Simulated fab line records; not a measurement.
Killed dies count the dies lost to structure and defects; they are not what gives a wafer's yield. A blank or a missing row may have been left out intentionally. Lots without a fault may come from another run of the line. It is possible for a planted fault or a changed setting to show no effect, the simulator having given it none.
Chamber matching ; flow gf180mcu ; rie_diel-04 running GF_PASSIVATION_ETCH_11: 4 sister chambers
The step etches the open film in CF4/O2, stops on TiN, target depth 2040 nm, time 453.3 s. 20 wafers are shown with their chamber, then 10 later ones without.

WAFERS, EACH WITH ITS CHAMBER
wafer;chamber;oes_product_au (a.u.);throttle_valve_pct (%);rf_fwd_power_W (W)
L074.2;2;0.989;5.981;798.8
L074.5;3;0.980;5.954;795.7
L074.6;0;0.976;5.957;794.8
L075.2;0;0.974;5.940;799.6
L075.5;1;0.989;5.975;799.4
L075.6;2;0.999;5.974;798.3
L077.1;1;0.985;5.956;798.8
L077.3;3;0.982;5.967;799.3
L077.6;0;0.968;5.969;800.1
L079.1;0;0.979;5.953;796.4
L079.3;1;0.996;5.951;801.2
L079.4;3;0.986;5.965;793.9
L081.1;2;0.987;5.970;796.4
L081.2;0;0.967;5.938;797.9
L081.6;0;0.964;5.964;799.2
L082.1;2;0.995;5.968;801.4
L082.2;0;0.980;5.948;802.6
L082.6;0;0.981;5.959;801.6
L084.1;1;0.991;5.968;799.6
L084.4;0;0.977;5.968;800.6

SIGNATURES (means of the wafers above)
reading;chamber 0;chamber 1;chamber 2;chamber 3;scatter within a chamber
oes_product_au;0.97400;0.99025;0.99250;0.98267;0.00548
throttle_valve_pct;5.95511;5.96250;5.97325;5.96200;0.00997
rf_fwd_power_W;799.200;799.750;798.725;796.300;2.24
Rule: distance of a wafer from a chamber = root of the sum over the readings of ((wafer's reading minus chamber's mean) / reading's scatter) squared. The wafer belongs to the nearest chamber; if the next one is less than 2 further off, it can't be placed. The scatter: take each reading less its chamber's mean, square it, sum over the shown wafers, divide by the number of wafers less the number of chambers, and take the root.

WAFERS WITHOUT THEIR CHAMBER
wafer;oes_product_au (a.u.);throttle_valve_pct (%);rf_fwd_power_W (W)
L084.6;0.973;5.963;803.1
L085.2;0.996;5.959;803.1
L085.3;0.968;5.973;803.0
L085.4;0.982;5.980;799.8
L087.1;0.984;5.964;798.5
L087.5;0.978;5.970;802.8
L087.6;0.984;5.970;795.8
L096.3;0.985;5.970;800.2
L096.4;0.992;5.967;794.2
L096.5;0.985;5.946;797.7

WHICH CHAMBER EACH WENT THROUGH
wafer;from the rows above;in truth
L084.6;can't be placed: 0 or 1 or 3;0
L085.2;can't be placed: 1 or 2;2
L085.3;can't be placed: 0 or 3 or 1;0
L085.4;can't be placed: 2 or 1 or 3 or 0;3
L087.1;can't be placed: 3 or 1 or 2 or 0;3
L087.5;can't be placed: 0 or 1 or 3 or 2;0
L087.6;can't be placed: 3 or 2 or 1 or 0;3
L096.3;can't be placed: 1 or 2 or 3 or 0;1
L096.4;can't be placed: 3 or 2 or 1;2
L096.5;can't be placed: 3 or 1 or 0 or 2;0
Placed correctly: 0 of 10. These rows do not allow placing 10 (true chamber among the candidates in 10). 0 placed wrongly.
